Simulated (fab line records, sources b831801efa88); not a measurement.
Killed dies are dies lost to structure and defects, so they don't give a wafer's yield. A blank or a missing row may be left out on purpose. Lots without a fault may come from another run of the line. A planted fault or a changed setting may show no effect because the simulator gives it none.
Which tool did it? | flow gf180mcu | 13 lots, 39 wafers sampled, at 2 steps of a route of 602

WHAT THE GAUGES READ, wafer by wafer
GF_M3_RS_MEAS_05: measures by four-point-probe.
lot  | measured     | on            | M3_ALCU_RS (ohm/sq)
L866 | day 20 07:41 | film_metro-04 | 0.0698 0.0679 0.0695
L870 | day 21 17:11 | film_metro-04 | 0.0713 0.0701 0.0710
L871 | day 22 07:25 | film_metro-01 | 0.0690 0.0686 0.0697
L872 | day 22 13:58 | film_metro-03 | 0.0696 0.0687 0.0698
L875 | day 23 21:42 | film_metro-01 | 0.0714 0.0707 0.0715
L879 | day 25 00:00 | film_metro-01 | 0.0719 0.0713 0.0711
L880 | day 25 12:34 | film_metro-04 | 0.0695 0.0688 0.0681
L881 | day 25 15:55 | film_metro-04 | 0.0682 0.0677 0.0684
L882 | day 25 23:22 | film_metro-03 | 0.0707 0.0690 0.0708
L884 | day 26 16:39 | film_metro-01 | 0.0693 0.0696 0.0700
L887 | day 27 11:27 | film_metro-03 | 0.0703 0.0705 0.0715
L888 | day 27 17:07 | film_metro-01 | 0.0687 0.0698 0.0695
L889 | day 28 02:16 | film_metro-03 | 0.0695 0.0692 0.0706

GF_V3_THK_MEAS_03.
lot  | measured     | on            | V3_CVD_02_THK (nm)
L866 | day 21 12:26 | film_metro-01 | 845 847 854
L870 | day 22 18:23 | film_metro-03 | 861 857 856
L871 | day 23 07:50 | film_metro-01 | 846 860 846
L872 | day 23 13:29 | film_metro-03 | 866 861 851
L875 | day 24 20:27 | film_metro-02 | 845 844 843
L879 | day 25 22:40 | film_metro-02 | 832 846 847
L880 | day 26 09:48 | film_metro-01 | 836 841 853
L881 | day 26 13:51 | film_metro-03 | 846 850 848
L882 | day 26 20:52 | film_metro-01 | 846 851 830
L884 | day 27 13:25 | film_metro-01 | 853 835 838
L887 | day 28 07:50 | film_metro-01 | 834 847 853
L888 | day 28 12:49 | film_metro-03 | 864 858 880
L889 | day 28 22:35 | film_metro-01 | 839 845 854

WHICH TOOL RAN EACH LOT (tool, then ch and the chambers of the sampled wafers, then the start)
The record holds no process step before these readings.

WHAT THE TOOLS THEMSELVES READ (means of the sampled wafers that have a number; where no wafer has one, the mark that the record gives instead)
The record holds no such reading with a usual standard deviation.

THE ANSWER, worked out from the rows above alone
Rule: what is usual is taken from the lots themselves. Put in order of their means at a reading, lots are off if they are a third of the lots or fewer, leave a main group of 4 or more, and stand apart from it by a gap of 3 or more times the standard deviation of the main group's means; of several such gaps the widest counts. A main group whose means are all the same, to the digits that the tables above print for the reading, isn't used. A lot without any number at a reading at which 4 lots or more have one is off too. The other lots that the step has rows for count as sound. The gauges are gone through in route order, then the tools' own readings, and for those a lot's mean is taken as printed above. The first step at which some lot is off is used, and at that step the reading that is off furthest; a lot without a number counts as furthest.
No lot is off at any reading shown: from this, nothing can be told.

WHAT THE SIMULATOR HAD PUT IN
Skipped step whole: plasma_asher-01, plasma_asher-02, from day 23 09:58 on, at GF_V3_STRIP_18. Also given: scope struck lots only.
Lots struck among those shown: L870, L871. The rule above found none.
